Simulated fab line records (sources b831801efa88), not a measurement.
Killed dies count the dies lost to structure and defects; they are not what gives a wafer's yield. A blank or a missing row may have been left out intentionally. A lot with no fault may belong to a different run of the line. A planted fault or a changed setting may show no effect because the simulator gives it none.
Matching of chambers + flow gf180mcu + GF_V2_CMP_04 on cmp-02: 4 sister chambers
The step polishes SiO2. 14 wafers are shown with their chamber, then 7 later ones without.

WAFERS WITH THEIR CHAMBER
| wafer  | chamber | motor current A (A) | time to endpoint s (s) |
|--------|---------|---------------------|------------------------|
| L807.1 | 3       | 11.7                | 75                     |
| L807.4 | 1       | 13.6                | 78                     |
| L807.5 | 1       | 12.9                | 79                     |
| L812.1 | 3       | 12.0                | 71                     |
| L812.2 | 1       | 13.3                | 84                     |
| L812.4 | 2       | 12.9                | 88                     |
| L817.1 | 3       | 12.0                | 69                     |
| L817.4 | 0       | 12.2                | 77                     |
| L817.6 | 3       | 12.0                | 75                     |
| L818.2 | 1       | 12.9                | 68                     |
| L818.3 | 3       | 12.2                | 81                     |
| L818.4 | 2       | 13.3                | 87                     |
| L820.1 | 3       | 12.2                | 68                     |
| L820.2 | 1       | 12.7                | 77                     |

SIGNATURES (means of the wafers above)
| reading            | chamber 0 | chamber 1 | chamber 2 | chamber 3 | scatter within a chamber |
|--------------------|-----------|-----------|-----------|-----------|--------------------------|
| motor current A    | 12.200    | 13.080    | 13.100    | 12.017    | 0.279                    |
| time to endpoint s | 77.00     | 77.20     | 87.50     | 73.17     | 5.02                     |
Rule: for each reading, subtract the chamber's mean from the wafer's reading, divide by that reading's scatter and square the result; add these up over the readings and take the root, which gives the wafer's distance from the chamber. If the next closest chamber is less than 2 further off than the closest, the wafer can't be placed; otherwise it belongs to the closest. The scatter: take each reading less its chamber's mean, square it, sum over the shown wafers, divide by the number of wafers less the number of chambers, and take the root.

WAFERS WHOSE CHAMBER IS MISSING
| wafer  | motor current A (A) | time to endpoint s (s) |
|--------|---------------------|------------------------|
| L820.3 | 13.0                | 79                     |
| L822.3 | 11.6                | 74                     |
| L822.5 | 13.0                | 68                     |
| L822.6 | 12.4                | 78                     |
| L830.2 | 13.6                | 88                     |
| L830.4 | 11.5                | 81                     |
| L830.6 | 13.1                | 99                     |

CHAMBER TAKEN BY EACH
| wafer  | from the rows above          | in truth |
|--------|------------------------------|----------|
| L820.3 | can't be placed: 1 or 2      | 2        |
| L822.3 | can't be placed: 3 or 0      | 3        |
| L822.5 | can't be placed: 1 or 0 or 3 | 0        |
| L822.6 | can't be placed: 0 or 3 or 1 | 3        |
| L830.2 | can't be placed: 2 or 1      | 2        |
| L830.4 | can't be placed: 3 or 0      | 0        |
| L830.6 | 2                            | 2        |
Correct placement for 1 of the 7. Unplaceable from these rows: 6, with the true chamber sitting among the candidates in 6. Number placed wrongly: 0.
